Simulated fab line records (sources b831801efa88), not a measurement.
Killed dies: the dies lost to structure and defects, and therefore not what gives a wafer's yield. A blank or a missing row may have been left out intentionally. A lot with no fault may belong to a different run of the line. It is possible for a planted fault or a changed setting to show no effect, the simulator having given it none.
Shared-tool check | flow gf180mcu | 11 lots and 33 wafers in the sample

== REASON FOR OPENING ==
At GF_V2_RS_MEAS_24 the reading V2_W_RS is flagged on 2 of 11 lots. Wafers without a fault read 0.324 ohm/sq, standard deviation 0.0032.
Rule: a lot is flagged when every wafer of it that has a number lies more than 4 standard deviations from that mean, or none has a number. All remaining lots are regarded as sound.

lot  | measured     | on            | V2_W_RS (ohm/sq), wafer by wafer | flag
L119 | day 20 23:34 | film-metro-01 | 0.318 0.317 0.322                |
L120 | day 21 04:40 | film-metro-01 | 0.324 0.329 0.319                |
L121 | day 21 23:07 | film-metro-03 | 0.326 0.332 0.325                |
L123 | day 23 02:50 | film-metro-04 | 0.342 0.343 0.340                | FLAGGED
L124 | day 23 07:05 | film-metro-04 | 0.343 0.345 0.344                | FLAGGED
L134 | day 26 05:55 | film-metro-01 | 0.323 0.327 0.327                |
L135 | day 26 11:52 | film-metro-03 | 0.322 0.329 0.324                |
L137 | day 27 06:25 | film-metro-04 | 0.326 0.323 0.325                |
L138 | day 27 08:08 | film-metro-03 | 0.328 0.326 0.325                |
L140 | day 27 21:50 | film-metro-01 | 0.326 0.324 0.325                |
L141 | day 28 04:30 | film-metro-04 | 0.325 0.323 0.328                |
On average the flagged lots' numbers are 0.343 ohm/sq, which is +0.019 ohm/sq against the usual, or +6 standard deviations.

== LOT BY LOT: THE TOOL USED ==
The record holds 2 process steps before the reading, out of a route of 602 steps. Every cell lists first the tool, next ch and the chambers used by the sampled wafers, and last the start.
lot  | flag    | GF_V2_STRIP_18                       | GF_V2_CVD_23
L119 |         | plasma-asher-01 ch 0,1, day 20 22:48 | cvd-w-02 ch 0,1, day 20 23:26
L120 |         | plasma-asher-04 ch 0,1, day 21 03:54 | cvd-w-02 ch 0,1, day 21 04:32
L121 |         | plasma-asher-04 ch 0, day 21 22:21   | cvd-w-01 ch 0,1, day 21 22:59
L123 | FLAGGED | plasma-asher-04 ch 0,1, day 23 02:04 | cvd-w-02 ch 0,1, day 23 02:42
L124 | FLAGGED | plasma-asher-01 ch 0,1, day 23 06:20 | cvd-w-02 ch 0,1, day 23 06:59
L134 |         | plasma-asher-04 ch 0,1, day 26 05:10 | cvd-w-02 ch 0,1, day 26 05:48
L135 |         | plasma-asher-01 ch 0,1, day 26 11:05 | cvd-w-02 ch 0,1, day 26 11:44
L137 |         | plasma-asher-02 ch 0,1, day 27 05:30 | cvd-w-02 ch 0, day 27 06:13
L138 |         | plasma-asher-01 ch 0, day 27 07:23   | cvd-w-01 ch 1, day 27 08:02
L140 |         | plasma-asher-01 ch 0,1, day 27 21:02 | cvd-w-02 ch 0,1, day 27 21:42
L141 |         | plasma-asher-02 ch 0,1, day 28 03:41 | cvd-w-01 ch 0,1, day 28 04:22
What these steps do:
- GF_V2_STRIP_18: strips in O2/N2.
- GF_V2_CVD_23: deposits W, target thk 350 nm, time 104.94 s.
- GF_V2_RS_MEAS_24: measures by four-point-probe.

== FLAGGED OVER TOTAL, TOOL BY TOOL (the gauges that took the reading come last) ==
step             | tool            | lots run | flagged | share of the flagged lots | sound lots run after its first flagged lot
GF_V2_STRIP_18   | plasma-asher-01 | 5        | 1       | some                      | 3 (L135,L138,L140)
GF_V2_STRIP_18   | plasma-asher-02 | 2        | 0       | none                      | -
GF_V2_STRIP_18   | plasma-asher-04 | 4        | 1       | some                      | 1 (L134)
GF_V2_CVD_23     | cvd-w-01        | 3        | 0       | none                      | -
GF_V2_CVD_23     | cvd-w-02        | 8        | 2       | all                       | 4 (L134,L135,L137,L140)
GF_V2_RS_MEAS_24 | film-metro-01   | 4        | 0       | none                      | -
GF_V2_RS_MEAS_24 | film-metro-03   | 3        | 0       | none                      | -
GF_V2_RS_MEAS_24 | film-metro-04   | 4        | 2       | all                       | 2 (L137,L141)

== WHAT THE TABLE PERMITS ==
Table rows that saw every flagged lot: 2, namely cvd-w-02 at GF_V2_CVD_23 and film-metro-04 at GF_V2_RS_MEAS_24.
- cvd-w-02 at GF_V2_CVD_23 ran 8 lots, 2 of them flagged. Sound lots followed the first flagged one (L134, L135, L137, L140) on it, something a lasting fault affecting the whole tool could not allow.
- film-metro-04 at GF_V2_RS_MEAS_24 ran 4 lots, 2 of them flagged. Sound lots followed the first flagged one (L137, L141) on it, something a lasting fault affecting the whole tool could not allow.
Not one row of the table ran every flagged lot while running no sound lot after the first.

== WHAT HAD BEEN PUT IN BY THE SIMULATOR ==
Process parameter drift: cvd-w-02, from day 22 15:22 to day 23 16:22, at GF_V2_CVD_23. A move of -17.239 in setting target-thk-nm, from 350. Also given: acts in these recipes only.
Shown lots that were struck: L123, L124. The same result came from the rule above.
